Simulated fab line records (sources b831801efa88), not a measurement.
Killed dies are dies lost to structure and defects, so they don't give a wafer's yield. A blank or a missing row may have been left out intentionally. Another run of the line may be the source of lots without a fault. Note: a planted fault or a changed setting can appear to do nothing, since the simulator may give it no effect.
One fault seen from 2 desks | flow gf180mcu | every desk sees just its own numbers, and what lay behind them comes last

== AT THE METROLOGY DESK ==
Lot by lot, what the gauges showed, no matter which tool ran the lot: averages of those sampled wafers that carry a number. Marked OUT: a lot whose mean sits more than 4 standard deviations from the usual mean, which makes it out of limits; the brackets give that distance.
Columns: A = SALICIDE_TIN_THK at GF_SALICIDE_THK_MEAS_05, usual 19.8 nm; B = V4_CVD_02_THK at GF_V4_THK_MEAS_03, usual 843 nm
lot  | first seen here | A    | B
L437 | day 15 10:54    | 20.4 | 842
L438 | day 15 13:52    | 20.2 | 851
L440 | day 16 07:39    | 20.1 | 849
L441 | day 16 23:05    | 20.1 | 841
L442 | day 17 08:43    | 19.9 | 852
L443 | day 17 17:08    | 19.9 | 840
L444 | day 18 06:53    | 19.6 | 848
L445 | day 18 12:36    | 19.7 | 836
L448 | day 19 16:59    | 20.1 | 813
L449 | day 19 21:21    | 19.7 | 849
L452 | day 20 22:39    | 19.8 | 837
L459 | day 23 13:13    | 19.8 | 839
Finding of this desk: none of the 12 lots has anything out of limits.

== DESK OF THE TOOL OWNER: pecvd-04 ==
The tool's own readings at GF_V4_CVD_02 (deposits SiO2 from TEOS, target thk 850 nm, time 94.851 s): means of the sampled wafers that have a number, for each lot that ran on this tool. Marked OUT: a lot whose mean sits more than 4 standard deviations from the usual mean, which makes it out of limits; the brackets give that distance.
Columns: A = heater-power-w at GF_V4_CVD_02, usual 663 W; B = rf-fwd-power-W at GF_V4_CVD_02, usual 595.9 W
lot  | first seen here | A   | B
L443 | day 25 20:43    | 646 | 598.8
L445 | day 26 15:40    | 711 | 597.4
L448 | day 27 15:48    | 668 | 533.4 (-26) OUT
L459 | day 30 18:26    | 602 | 594.1
This desk's finding: out of limits on L448; first on L448, day 27 15:48 (rf-fwd-power-W at GF_V4_CVD_02). L443, L445, L459: within limits.

== TAKEN TOGETHER ==
At day 27 15:48, on L448, the tool owner's desk was in a position to raise an alarm.
Nothing out of limits was seen by the metrology desk.
The metrology desk holds a record of L448, inside its limits.
GF_V4_CVD_02 was run on pecvd-04 by each of the lots named.

== WHAT THE SIMULATOR HAD INSERTED ==
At GF_V4_CVD_02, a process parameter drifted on pecvd-04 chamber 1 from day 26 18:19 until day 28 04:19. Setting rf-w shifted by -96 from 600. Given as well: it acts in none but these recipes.
Lots struck among those shown: L448.
Hours from the fault's start to each desk's first reading out of limits: the tool owner's desk, 21.
